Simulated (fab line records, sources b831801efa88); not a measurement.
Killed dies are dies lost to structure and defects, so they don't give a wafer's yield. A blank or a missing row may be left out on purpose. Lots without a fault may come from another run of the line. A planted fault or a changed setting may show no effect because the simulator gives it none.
One fault seen from 2 desks | flow gf180mcu | each desk has only its own numbers; what lay behind them comes last

THE TOOL OWNER'S DESK: litho_track-04
The tool's own readings at GF_CONTACT_SOFTBAKE_10 (time 60 s): means of the sampled wafers that have a number, for each lot that ran on this tool. A lot is out of limits, marked OUT, if its mean lies more than 4 standard deviations from the usual mean; the brackets give that distance.
Columns: A = exhaust_pa at GF_CONTACT_SOFTBAKE_10, usual 44.8 Pa; B = heater_power_total_W at GF_CONTACT_SOFTBAKE_10, usual 93.06 W; C = run_length_s at GF_CONTACT_SOFTBAKE_10, usual 89.24 s
lot  | first seen here | A    | B               | C
L439 | day 15 01:00    | 43.6 | 93.06           | 89.20
L442 | day 17 01:00    | 44.5 | 93.08           | 89.29
L446 | day 18 09:00    | 45.1 | 93.11           | 89.25
L447 | day 18 23:00    | 45.0 | 93.09           | 89.28
L451 | day 20 13:00    | 45.8 | 96.61 (+62) OUT | 83.28 (-25) OUT
L453 | day 21 07:00    | 43.6 | 96.62 (+62) OUT | 83.11 (-26) OUT
This desk's finding: out of limits on L451, L453; first on L451, day 20 13:00 (heater_power_total_W at GF_CONTACT_SOFTBAKE_10). In limits: L439, L442, L446, L447.

THE METROLOGY DESK
What the gauges read, lot by lot, whatever tool the lot ran on: means of the sampled wafers that have a number. A lot is out of limits, marked OUT, if its mean lies more than 4 standard deviations from the usual mean; the brackets give that distance.
Columns: A = cd_nm at GF_SAB_CD_MEAS_09, usual 420.3 nm; B = SALICIDE_TIN_THK at GF_SALICIDE_THK_MEAS_05, usual 19.70 nm
lot  | first seen here | A     | B
L439 | day 14 14:23    | 418.7 | 20.15
L441 | day 16 10:32    | 423.3 | 19.77
L442 | day 16 12:50    | 423.1 | 19.73
L443 | day 17 02:44    | 418.9 | 19.57
L444 | day 17 14:41    | 420.7 | 19.85
L446 | day 17 20:37    | 414.8 | 19.54
L445 | day 17 21:50    | 420.2 | 19.51
L447 | day 18 10:28    | 421.1 | 19.53
L449 | day 19 07:07    | 422.2 | 19.36
L451 | day 19 23:33    | 421.4 | 19.58
L453 | day 20 17:50    | 421.6 | 19.50
L459 | day 22 10:22    | 419.3 | 19.76
L460 | day 22 21:56    | 418.2 | 19.86
L462 | day 23 05:23    | 415.0 | 19.77
This desk's finding: nothing out of limits on any of the 14 lots.

PUT TOGETHER
The tool owner's desk could have raised an alarm at day 20 13:00, on L451, L453.
The metrology desk saw nothing out of limits.
The metrology desk has L451, L453 on record, within its limits.
Of the lots named, all ran GF_CONTACT_SOFTBAKE_10 on litho_track-04.

WHAT THE SIMULATOR HAD PUT IN
Process parameter drift: litho_track-04, from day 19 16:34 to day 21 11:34, at GF_CONTACT_SOFTBAKE_10. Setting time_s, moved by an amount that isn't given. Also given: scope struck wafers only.
Lots struck among those shown: L451, L453.
Hours from the fault's start to each desk's first reading out of limits: the tool owner's desk, 20.
